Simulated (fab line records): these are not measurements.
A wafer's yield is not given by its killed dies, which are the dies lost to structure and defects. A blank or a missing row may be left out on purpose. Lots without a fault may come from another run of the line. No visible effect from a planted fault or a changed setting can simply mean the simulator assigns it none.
Which of the tools did it?    flow sfq line    45 wafers from 15 lots sampled at 7 of the route's 325 steps

WHAT EACH GAUGE READ, for each wafer
SFQ_I4_OVL_MEAS_928.
lot   measured      on          I4_OVL (nm)
L815  day 51 19:23  overlay-02  6 3 0
L816  day 51 22:58  overlay-02  9 11 8
L817  day 52 00:11  overlay-02  -1 0 0
L818  day 52 02:34  overlay-02  -2 -5 -11
L819  day 52 08:22  overlay-01  -4 0 1
L820  day 52 11:58  overlay-02  16 14 16
L821  day 52 19:18  overlay-01  1 9 9
L822  day 52 22:53  overlay-02  0 3 9
L823  day 54 04:53  overlay-02  2 -1 -4
L825  day 54 15:02  overlay-02  4 4 9
L827  day 55 18:38  overlay-02  -2 3 5
L828  day 55 22:14  overlay-02  - - -
L829  day 56 07:20  overlay-02  - - -
L830  day 56 13:20  overlay-02  - - -
L836  day 58 13:19  overlay-02  5 5 1

WHICH TOOL RAN EACH LOT (tool, then ch and the chambers of the sampled wafers, then the start)
lot   SFQ_TRILAYER_M0_BARC_OPEN_METAL_ETCH_031  SFQ_TRILAYER_M0_ETCH_METAL_ETCH_024  SFQ_TRILAYER_I0_VIA_LITHO_EXPOSE_032  SFQ_TRILAYER_I0_VIA_BARC_OPEN_VIA_ETCH_046  SFQ_TRILAYER_I0_VIA_ETCH_VIA_ETCH_034  SFQ_TRILAYER_I3_METRO_MEASURE_083
L815  rie metal-04 ch 0,1, day 14 09:56         rie metal-04 ch 0,1, day 14 10:01    krf scanner-01 ch 0, day 20 06:57     rie diel-02 ch 0,1,2, day 20 08:05          rie diel-02 ch 0,1,2, day 20 08:07     film metro-04, day 40 13:07
L816  rie metal-04 ch 0, day 14 20:43           rie metal-04 ch 0, day 14 20:47      krf scanner-02 ch 0, day 20 18:40     rie diel-02 ch 0,1, day 20 20:13            rie diel-02 ch 0,1, day 20 20:15       film metro-04, day 40 18:20
L817  rie metal-02 ch 0,1, day 14 21:56         rie metal-02 ch 0,1, day 14 22:01    krf scanner-02 ch 0, day 20 21:40     rie diel-03 ch 0,2,3, day 20 22:37          rie diel-03 ch 0,2,3, day 20 22:39     film metro-03, day 40 19:19
L818  rie metal-03 ch 0,1, day 14 23:07         rie metal-03 ch 0,1, day 14 23:11    krf scanner-02 ch 0, day 20 22:16     rie diel-02 ch 0,1,2, day 20 23:49          rie diel-02 ch 0,1,2, day 20 23:51     film metro-04, day 40 21:43
L819  rie metal-02 ch 0,1, day 15 00:20         rie metal-02 ch 0,1, day 15 00:25    krf scanner-02 ch 0, day 21 02:16     rie diel-02 ch 0,1, day 21 03:26            rie diel-02 ch 0,1, day 21 03:32       film metro-03, day 41 00:44
L820  rie metal-03 ch 1, day 15 01:31           rie metal-03 ch 1, day 15 01:35      krf scanner-02 ch 0, day 21 06:52     rie diel-01 ch 0,1,2, day 21 08:13          rie diel-01 ch 0,1,2, day 21 08:15     film metro-02, day 41 06:32
L821  rie metal-02 ch 0,1, day 15 02:44         rie metal-02 ch 0,1, day 15 02:49    krf scanner-02 ch 0, day 21 09:28     rie diel-03 ch 1,3, day 21 10:37            rie diel-03 ch 1,3, day 21 10:39       film metro-03, day 41 09:44
L822  rie metal-04 ch 0,1, day 15 03:55         rie metal-04 ch 0,1, day 15 03:59    krf scanner-02 ch 0, day 21 12:40     rie diel-02 ch 1,2, day 21 14:13            rie diel-02 ch 1,2, day 21 14:16       film metro-02, day 41 13:41
L823  rie metal-03 ch 0,1, day 15 05:07         rie metal-03 ch 0,1, day 15 05:11    krf scanner-02 ch 0, day 21 14:04     rie diel-01 ch 1,3, day 21 15:25            rie diel-01 ch 1,3, day 21 15:27       film metro-03, day 42 13:53
L825  rie metal-04 ch 0,1, day 16 15:32         rie metal-04 ch 0,1, day 16 15:35    krf scanner-02 ch 0, day 23 00:52     rie diel-02 ch 2,3, day 23 02:13            rie diel-02 ch 2,3, day 23 02:15       film metro-04, day 42 22:53
L827  rie metal-04 ch 0,1, day 17 09:40         rie metal-04 ch 0,1, day 17 09:43    krf scanner-01 ch 0, day 23 23:36     rie diel-02 ch 0,2,3, day 24 01:08          rie diel-02 ch 0,2,3, day 24 01:10     film metro-04, day 43 15:20
L828  rie metal-04 ch 0,1, day 17 18:04         rie metal-04 ch 0,1, day 17 18:07    krf scanner-01, day 24 06:48          rie diel-02 ch 1,2,3, day 24 08:20          rie diel-02 ch 1,2,3, day 24 08:22     film metro-03, day 43 18:20
L829  rie metal-02 ch 0,1, day 18 03:40         rie metal-02 ch 0,1, day 18 03:44    krf scanner-02, day 24 17:13          rie diel-02 ch 0,2,3, day 24 18:34          rie diel-02 ch 0,2,3, day 24 18:36     film metro-03, day 44 08:11
L830  rie metal-04 ch 0, day 18 15:42           rie metal-04 ch 0, day 18 15:52      krf scanner-02, day 25 05:25          rie diel-02 ch 0,2,3, day 25 06:34          rie diel-02 ch 0,2,3, day 25 06:36     film metro-02, day 44 12:04
L836  rie metal-03 ch 0,1, day 21 13:01         rie metal-03 ch 0,1, day 21 13:04    krf scanner-02 ch 0, day 28 01:37     rie diel-02 ch 1,2, day 28 03:08            rie diel-02 ch 1,2, day 28 03:11       film metro-03, day 47 05:46
- SFQ_TRILAYER_M0_BARC_OPEN_METAL_ETCH_031: etches BARC in O2, target depth 125 nm, time 41.7 s.
- SFQ_TRILAYER_M0_ETCH_METAL_ETCH_024: etches Nb in Cl2/Ar, stops on SiO2, target depth 240 nm, time 120 s.
- SFQ_TRILAYER_I0_VIA_LITHO_EXPOSE_032: exposes mask I0, target cd 500 nm.
- SFQ_TRILAYER_I0_VIA_BARC_OPEN_VIA_ETCH_046: etches BARC in O2, target depth 125 nm, time 41.7 s.
- SFQ_TRILAYER_I0_VIA_ETCH_VIA_ETCH_034: etches SiO2 in CHF3, stops on Nb, target depth 260 nm.
- SFQ_TRILAYER_I3_METRO_MEASURE_083

AS READ BY THE TOOLS THEMSELVES (means over the sampled wafers that have a number; for cases with no such wafer, the mark the record gives instead)
SFQ_TRILAYER_M0_BARC_OPEN_METAL_ETCH_031.
lot   tool          bias w (W)  chamber pressure mTorr (mTorr)  drypump motor current A (A)  oes product au (a.u.)
L815  rie metal-04  79.88       9.996                           6.2                          0.688
L816  rie metal-04  80.17       9.990                           6.2                          0.684
L817  rie metal-02  79.74       9.995                           5.9                          0.682
L818  rie metal-03  80.23       10.002                          5.4                          0.690
L819  rie metal-02  79.85       9.997                           5.9                          0.688
L820  rie metal-03  79.98       10.009                          5.2                          0.687
L821  rie metal-02  80.17       10.007                          5.9                          0.682
L822  rie metal-04  80.15       9.999                           6.2                          0.685
L823  rie metal-03  80.10       9.999                           5.3                          0.686
L825  rie metal-04  79.82       10.007                          6.2                          0.689
L827  rie metal-04  79.85       9.998                           6.2                          0.684
L828  rie metal-04  -           -                               -                            -
L829  rie metal-02  -           -                               -                            -
L830  rie metal-04  -           -                               -                            -
L836  rie metal-03  80.36       9.996                           5.3                          0.684

SFQ_TRILAYER_M0_ETCH_METAL_ETCH_024.
lot   tool          bias w (W)  chamber pressure mTorr (mTorr)  drypump motor current A (A)  oes product au (a.u.)
L815  rie metal-04  79.92       10.485                          6.2                          0.903
L816  rie metal-04  79.90       10.489                          6.2                          0.897
L817  rie metal-02  79.95       10.497                          5.9                          0.888
L818  rie metal-03  79.76       10.495                          5.4                          0.891
L819  rie metal-02  80.30       10.500                          5.9                          0.898
L820  rie metal-03  79.86       10.489                          5.2                          0.896
L821  rie metal-02  80.19       10.488                          5.9                          0.896
L822  rie metal-04  79.80       10.491                          6.2                          0.888
L823  rie metal-03  80.11       10.483                          5.3                          0.888
L825  rie metal-04  79.97       10.488                          6.2                          0.890
L827  rie metal-04  80.11       10.486                          6.2                          0.893
L828  rie metal-04  80.17       10.507                          6.2                          0.377
L829  rie metal-02  79.99       10.485                          5.9                          0.375
L830  rie metal-04  79.70       10.482                          6.2                          0.376
L836  rie metal-03  79.79       10.484                          5.3                          0.888

SFQ_TRILAYER_I0_VIA_LITHO_EXPOSE_032.
lot   tool            exposure dose mJ cm2  focus offset nm (nm)  reticle temp C (C)
L815  krf scanner-01  21.497                0.0                   22.98
L816  krf scanner-02  21.486                -0.3                  23.01
L817  krf scanner-02  21.487                -0.7                  22.92
L818  krf scanner-02  21.501                -0.3                  23.02
L819  krf scanner-02  21.499                -0.4                  23.12
L820  krf scanner-02  21.523                -0.1                  23.14
L821  krf scanner-02  21.500                -0.1                  22.90
L822  krf scanner-02  21.514                0.4                   23.13
L823  krf scanner-02  21.465                0.5                   23.15
L825  krf scanner-02  21.493                -0.1                  23.04
L827  krf scanner-01  21.516                0.4                   23.10
L828  krf scanner-01  -                     -                     -
L829  krf scanner-02  -                     -                     -
L830  krf scanner-02  -                     -                     -
L836  krf scanner-02  21.469                -0.3                  23.02

SFQ_TRILAYER_I0_VIA_BARC_OPEN_VIA_ETCH_046.
lot   tool         bias w (W)  chamber pressure mTorr (mTorr)  drypump motor current A (A)  oes product au (a.u.)
L815  rie diel-02  80.26       30.02                           5.5                          0.681
L816  rie diel-02  79.88       30.13                           6.0                          0.690
L817  rie diel-03  80.01       30.01                           5.8                          0.684
L818  rie diel-02  80.13       30.01                           5.5                          0.682
L819  rie diel-02  80.03       30.01                           6.0                          0.679
L820  rie diel-01  79.97       29.99                           6.2                          0.685
L821  rie diel-03  80.12       30.04                           5.6                          0.682
L822  rie diel-02  79.96       29.98                           5.1                          0.684
L823  rie diel-01  79.93       30.01                           6.2                          0.686
L825  rie diel-02  79.77       30.02                           5.2                          0.680
L827  rie diel-02  79.90       30.01                           5.6                          0.684
L828  rie diel-02  79.86       30.04                           5.6                          0.683
L829  rie diel-02  80.02       30.01                           5.6                          0.686
L830  rie diel-02  80.02       29.99                           5.6                          0.681
L836  rie diel-02  79.92       30.03                           5.1                          0.687

SFQ_TRILAYER_I0_VIA_ETCH_VIA_ETCH_034.
lot   tool         bias w (W)  chamber pressure mTorr (mTorr)  drypump motor current A (A)  oes product au (a.u.)
L815  rie diel-02  79.82       29.987                          5.5                          0.859
L816  rie diel-02  79.98       30.012                          5.9                          0.853
L817  rie diel-03  79.95       29.983                          5.8                          0.853
L818  rie diel-02  80.13       29.992                          5.6                          0.852
L819  rie diel-02  79.74       30.021                          6.0                          0.857
L820  rie diel-01  79.85       29.993                          6.1                          0.859
L821  rie diel-03  80.13       29.974                          5.5                          0.851
L822  rie diel-02  80.07       30.022                          5.1                          0.849
L823  rie diel-01  80.22       30.014                          6.1                          0.851
L825  rie diel-02  79.75       29.984                          5.2                          0.853
L827  rie diel-02  79.91       30.028                          5.6                          0.852
L828  rie diel-02  80.29       30.017                          5.6                          0.375
L829  rie diel-02  79.90       30.006                          5.6                          0.370
L830  rie diel-02  79.98       30.000                          5.6                          0.379
L836  rie diel-02  79.96       29.997                          5.1                          0.853

SFQ_TRILAYER_I3_METRO_MEASURE_083.
lot   tool           thk nm (nm)
L815  film metro-04  199.6
L816  film metro-04  202.2
L817  film metro-03  199.8
L818  film metro-04  199.5
L819  film metro-03  201.6
L820  film metro-02  199.8
L821  film metro-03  201.6
L822  film metro-02  200.7
L823  film metro-03  201.4
L825  film metro-04  201.6
L827  film metro-04  199.8
L828  film metro-03  200.8
L829  film metro-03  201.4
L830  film metro-02  199.7
L836  film metro-03  199.3

THE ANSWER, worked out from the rows above alone
Rule: the lots themselves supply what counts as usual. Put in order of their means at a reading, lots are off if they are a third of the lots or fewer, leave a main group of 4 or more, and stand apart from it by a gap of 3 or more times the standard deviation of the main group's means; of several such gaps the widest counts. Not used: any main group whose means are identical at the precision the tables above print for the reading. A lot without any number at a reading at which 4 lots or more have one is off too. Any other lot the step has rows for is counted as sound. After the gauges, taken in route order, come the tools' own readings; for these a lot's mean is taken, as printed above. At the first step where some lot is off, the reading lying furthest off is the one used; lots without a number count as furthest.
Off: at SFQ_I4_OVL_MEAS_928 (I4_OVL), L828, L829, L830. Without a number there: L828, L829, L830. The main group: mean 3 nm, standard deviation 5.3.
If a tool, at a process step before that reading, ran all the lots that are off and no sound lot after the first of them, it fits. The gauges at SFQ_I4_OVL_MEAS_928 aren't tried: what is off there is off at SFQ_TRILAYER_M0_BARC_OPEN_METAL_ETCH_031 too, on other tools, and a gauge's error can't cause that. No candidate that was tried fits.

WHAT THE SIMULATOR PUT IN
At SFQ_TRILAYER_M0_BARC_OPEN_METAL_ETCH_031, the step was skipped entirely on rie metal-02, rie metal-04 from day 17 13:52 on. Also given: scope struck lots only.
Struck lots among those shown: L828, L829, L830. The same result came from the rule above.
